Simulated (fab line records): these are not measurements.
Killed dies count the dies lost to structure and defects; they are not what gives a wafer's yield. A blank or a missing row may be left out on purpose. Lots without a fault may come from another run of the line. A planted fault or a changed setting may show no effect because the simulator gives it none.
Which of the tools did it? :: flow gf180mcu :: Sampling: 14 lots, 42 wafers, 5 of 602 route steps

WHAT THE GAUGES SHOWED, per wafer
GF_STI_BOW_MEAS_00. Usual: INCOMING_BOW gives 0 um (standard deviation 5.9).
lot: L510
measured: day 1 10:01
on: filmMetro-01
INCOMING_BOW (um): -5 7 -10
flag: 

lot: L511
measured: day 1 15:00
on: filmMetro-03
INCOMING_BOW (um): 5 1 -1
flag: 

lot: L512
measured: day 1 20:00
on: filmMetro-01
INCOMING_BOW (um): -4 -4 4
flag: 

lot: L514
measured: day 2 06:00
on: filmMetro-01
INCOMING_BOW (um): -6 9 5
flag: 

lot: L520
measured: day 3 12:00
on: filmMetro-01
INCOMING_BOW (um): 5 3 7
flag: 

lot: L521
measured: day 3 17:01
on: filmMetro-04
INCOMING_BOW (um): -6 -1 -15
flag: 

lot: L522
measured: day 3 22:00
on: filmMetro-03
INCOMING_BOW (um): 1 7 -10
flag: 

lot: L523
measured: day 4 03:01
on: filmMetro-03
INCOMING_BOW (um): -9 -1 -4
flag: 

lot: L524
measured: day 4 08:02
on: filmMetro-03
INCOMING_BOW (um): 6 -5 9
flag: 

lot: L526
measured: day 4 18:01
on: filmMetro-04
INCOMING_BOW (um): -9 -5 0
flag: 

lot: L528
measured: day 5 04:02
on: filmMetro-03
INCOMING_BOW (um): 4 8 -1
flag: 

lot: L529
measured: day 5 09:01
on: filmMetro-04
INCOMING_BOW (um): -10 5 -6
flag: 

lot: L532
measured: day 6 00:00
on: filmMetro-03
INCOMING_BOW (um): -3 7 -7
flag: 

lot: L533
measured: day 6 05:00
on: filmMetro-03
INCOMING_BOW (um): -7 5 10
flag: 

GF_MVSD_OVL_MEAS_07. Usual: MVSD_OVL gives -0.4 nm (standard deviation 1.5).
lot: L510
measured: day 4 16:35
on: overlay-02
MVSD_OVL (nm): -1.9 -2.7 -2.4
flag: 

lot: L511
measured: day 4 16:56
on: overlay-02
MVSD_OVL (nm): -3.9 -2.7 -2.0
flag: 

lot: L512
measured: day 4 22:47
on: overlay-02
MVSD_OVL (nm): -1.5 -1.8 -2.9
flag: 

lot: L514
measured: day 5 08:00
on: overlay-01
MVSD_OVL (nm): -1.0 -0.9 0.5
flag: 

lot: L520
measured: day 7 01:15
on: overlay-01
MVSD_OVL (nm): 0.3 1.5 2.2
flag: 

lot: L521
measured: day 7 04:12
on: overlay-02
MVSD_OVL (nm): 1.9 1.8 0.7
flag: 

lot: L522
measured: day 7 06:42
on: overlay-02
MVSD_OVL (nm): -2.6 -0.9 -1.8
flag: 

lot: L523
measured: day 7 14:09
on: overlay-02
MVSD_OVL (nm): -1.5 -0.9 -1.5
flag: 

lot: L524
measured: day 7 19:29
on: overlay-02
MVSD_OVL (nm): 0.3 -1.0 -1.2
flag: 

lot: L526
measured: day 8 09:42
on: overlay-01
MVSD_OVL (nm): -3.1 -1.6 -2.1
flag: 

lot: L528
measured: day 8 16:50
on: overlay-02
MVSD_OVL (nm): 1.4 1.9 1.6
flag: 

lot: L529
measured: day 9 02:29
on: overlay-02
MVSD_OVL (nm): -0.1 -0.9 -0.4
flag: 

lot: L532
measured: day 9 18:47
on: overlay-02
MVSD_OVL (nm): -2.3 -1.3 -1.1
flag: 

lot: L533
measured: day 9 23:51
on: overlay-02
MVSD_OVL (nm): -0.4 0.4 1.5
flag: 

GF_VT_IMPLANT_TW_MEAS_10. Usual: VT_IMPLANT_TW gives 566.5 (standard deviation 2.8).
lot: L510
measured: day 5 21:13
on: filmMetro-02
VT_IMPLANT_TW: 561.5 560.8 559.6
flag: 

lot: L511
measured: day 5 21:48
on: filmMetro-03
VT_IMPLANT_TW: 564.4 567.1 565.6
flag: 

lot: L512
measured: day 6 04:16
on: filmMetro-03
VT_IMPLANT_TW: 564.3 568.2 565.8
flag: 

lot: L514
measured: day 6 13:22
on: filmMetro-01
VT_IMPLANT_TW: 568.1 569.1 569.2
flag: 

lot: L520
measured: day 8 10:02
on: filmMetro-03
VT_IMPLANT_TW: 562.4 567.1 564.9
flag: 

lot: L521
measured: day 8 13:30
on: filmMetro-02
VT_IMPLANT_TW: 566.2 566.9 564.5
flag: 

lot: L522
measured: day 8 15:17
on: filmMetro-02
VT_IMPLANT_TW: 566.6 567.2 564.5
flag: 

lot: L523
measured: day 8 23:07
on: filmMetro-02
VT_IMPLANT_TW: 567.8 565.9 564.0
flag: 

lot: L524
measured: day 9 05:22
on: filmMetro-01
VT_IMPLANT_TW: 567.9 565.2 567.5
flag: 

lot: L526
measured: day 9 20:54
on: filmMetro-02
VT_IMPLANT_TW: 563.2 565.9 565.7
flag: 

lot: L528
measured: day 10 04:53
on: filmMetro-02
VT_IMPLANT_TW: 563.7 564.0 569.1
flag: 

lot: L529
measured: day 10 15:01
on: filmMetro-02
VT_IMPLANT_TW: 564.9 565.1 563.7
flag: 

lot: L532
measured: day 11 08:24
on: filmMetro-02
VT_IMPLANT_TW: 569.9 567.5 570.2
flag: 

lot: L533
measured: day 11 14:42
on: filmMetro-01
VT_IMPLANT_TW: 565.7 565.1 563.0
flag: 

GF_DUAL_GATE_THK_MEAS_03. Usual: DUAL_GATE_OXIDATION_00_THK gives 10.87 nm (standard deviation 0.24).
lot: L510
measured: day 7 23:58
on: filmMetro-03
DUAL_GATE_OXIDATION_00_THK (nm): 11.08 11.10 11.22
flag: 

lot: L511
measured: day 7 23:58
on: filmMetro-04
DUAL_GATE_OXIDATION_00_THK (nm): 11.00 10.94 11.02
flag: 

lot: L512
measured: day 8 07:02
on: filmMetro-04
DUAL_GATE_OXIDATION_00_THK (nm): 11.26 11.18 11.32
flag: 

lot: L514
measured: day 8 16:29
on: filmMetro-01
DUAL_GATE_OXIDATION_00_THK (nm): 10.78 10.83 10.77
flag: 

lot: L520
measured: day 10 16:33
on: filmMetro-04
DUAL_GATE_OXIDATION_00_THK (nm): 10.44 10.53 10.75
flag: 

lot: L521
measured: day 10 21:58
on: filmMetro-03
DUAL_GATE_OXIDATION_00_THK (nm): 12.12 12.32 12.21
flag: OFF

lot: L522
measured: day 10 23:24
on: filmMetro-04
DUAL_GATE_OXIDATION_00_THK (nm): 12.04 12.01 11.97
flag: OFF

lot: L523
measured: day 11 08:04
on: filmMetro-03
DUAL_GATE_OXIDATION_00_THK (nm): 11.17 11.36 11.52
flag: 

lot: L524
measured: day 11 14:37
on: filmMetro-04
DUAL_GATE_OXIDATION_00_THK (nm): 10.79 10.83 10.72
flag: 

lot: L526
measured: day 12 10:22
on: filmMetro-03
DUAL_GATE_OXIDATION_00_THK (nm): 10.45 10.70 10.79
flag: 

lot: L528
measured: day 12 20:02
on: filmMetro-04
DUAL_GATE_OXIDATION_00_THK (nm): 10.84 10.89 10.88
flag: 

lot: L529
measured: day 13 04:58
on: filmMetro-03
DUAL_GATE_OXIDATION_00_THK (nm): 10.85 10.93 11.04
flag: 

lot: L532
measured: day 13 21:02
on: filmMetro-04
DUAL_GATE_OXIDATION_00_THK (nm): 11.06 11.00 10.99
flag: 

lot: L533
measured: day 14 05:38
on: filmMetro-04
DUAL_GATE_OXIDATION_00_THK (nm): 10.83 10.75 10.67
flag: 

WHICH TOOL RAN EACH LOT (tool, then ch and the chambers of the sampled wafers, then the start)
lot: L510
GF_DUAL_GATE_OXIDATION_02: furnace-01 ch 0, day 7 22:31

lot: L511
GF_DUAL_GATE_OXIDATION_02: furnace-01 ch 0, day 7 22:31

lot: L512
GF_DUAL_GATE_OXIDATION_02: furnace-01 ch 0, day 8 05:36

lot: L514
GF_DUAL_GATE_OXIDATION_02: furnace-02 ch 0, day 8 15:02

lot: L520
GF_DUAL_GATE_OXIDATION_02: furnace-01 ch 0, day 10 15:07

lot: L521
GF_DUAL_GATE_OXIDATION_02: furnace-01 ch 0, day 10 20:31

lot: L522
GF_DUAL_GATE_OXIDATION_02: furnace-01 ch 0, day 10 21:58

lot: L523
GF_DUAL_GATE_OXIDATION_02: furnace-02 ch 0, day 11 06:37

lot: L524
GF_DUAL_GATE_OXIDATION_02: furnace-02 ch 0, day 11 13:09

lot: L526
GF_DUAL_GATE_OXIDATION_02: furnace-02 ch 0, day 12 08:55

lot: L528
GF_DUAL_GATE_OXIDATION_02: furnace-02 ch 0, day 12 18:34

lot: L529
GF_DUAL_GATE_OXIDATION_02: furnace-02 ch 0, day 13 03:31

lot: L532
GF_DUAL_GATE_OXIDATION_02: furnace-01 ch 0, day 13 19:35

lot: L533
GF_DUAL_GATE_OXIDATION_02: furnace-01 ch 0, day 14 04:07
- GF_DUAL_GATE_OXIDATION_02: stabilise 600 s, purge 300 s, target thk 10.887 nm.

WHAT THE TOOLS THEMSELVES READ (means of the sampled wafers that have a number; where no wafer has one, the mark that the record gives instead)
GF_DUAL_GATE_OXIDATION_02. Usual: spikeTcLowerC 899.8 C, standard deviation 1; tube_center_temp_C_max 902.4, standard deviation 0.37.
lot: L510
tool: furnace-01
spikeTcLowerC (C): 900.5
tube_center_temp_C_max: 902.6
flag: 

lot: L511
tool: furnace-01
spikeTcLowerC (C): 900.5
tube_center_temp_C_max: 902.3
flag: 

lot: L512
tool: furnace-01
spikeTcLowerC (C): 899.2
tube_center_temp_C_max: 902.1
flag: 

lot: L514
tool: furnace-02
spikeTcLowerC (C): 899.9
tube_center_temp_C_max: 903.0
flag: 

lot: L520
tool: furnace-01
spikeTcLowerC (C): 899.5
tube_center_temp_C_max: 902.1
flag: 

lot: L521
tool: furnace-01
spikeTcLowerC (C): 899.8
tube_center_temp_C_max: 902.6
flag: 

lot: L522
tool: furnace-01
spikeTcLowerC (C): 899.5
tube_center_temp_C_max: 902.5
flag: 

lot: L523
tool: furnace-02
spikeTcLowerC (C): 899.1
tube_center_temp_C_max: 903.0
flag: 

lot: L524
tool: furnace-02
spikeTcLowerC (C): 899.6
tube_center_temp_C_max: 902.3
flag: 

lot: L526
tool: furnace-02
spikeTcLowerC (C): 899.6
tube_center_temp_C_max: 902.3
flag: 

lot: L528
tool: furnace-02
spikeTcLowerC (C): 900.1
tube_center_temp_C_max: 902.2
flag: 

lot: L529
tool: furnace-02
spikeTcLowerC (C): 898.3
tube_center_temp_C_max: 902.5
flag: 

lot: L532
tool: furnace-01
spikeTcLowerC (C): 899.9
tube_center_temp_C_max: 902.4
flag: 

lot: L533
tool: furnace-01
spikeTcLowerC (C): 899.4
tube_center_temp_C_max: 902.1
flag: 

THE ANSWER, worked out from the rows above alone
Rule: a lot counts as off when the mean over its wafers that have a number is more than 3 standard deviations away from the usual mean. Also off: a lot with no number at a reading for which 4 or more lots have one. Where the step has rows for the other lots, those lots are counted as sound. First the gauges in route order, then the tools' own readings, where a lot's mean is used as printed above. At the first step where some lot is off, the reading lying furthest off is the one used; lots without a number count as furthest.
Off: L521, L522, seen at GF_DUAL_GATE_THK_MEAS_03 (DUAL_GATE_OXIDATION_00_THK).
A tool fits if, at a process step before that reading, it ran every lot that is off, and no sound lot after the first of them. Those tools and the gauges at GF_DUAL_GATE_THK_MEAS_03 are tried in the same way. None of those tried fits.

WHAT WAS PUT IN BY THE SIMULATOR
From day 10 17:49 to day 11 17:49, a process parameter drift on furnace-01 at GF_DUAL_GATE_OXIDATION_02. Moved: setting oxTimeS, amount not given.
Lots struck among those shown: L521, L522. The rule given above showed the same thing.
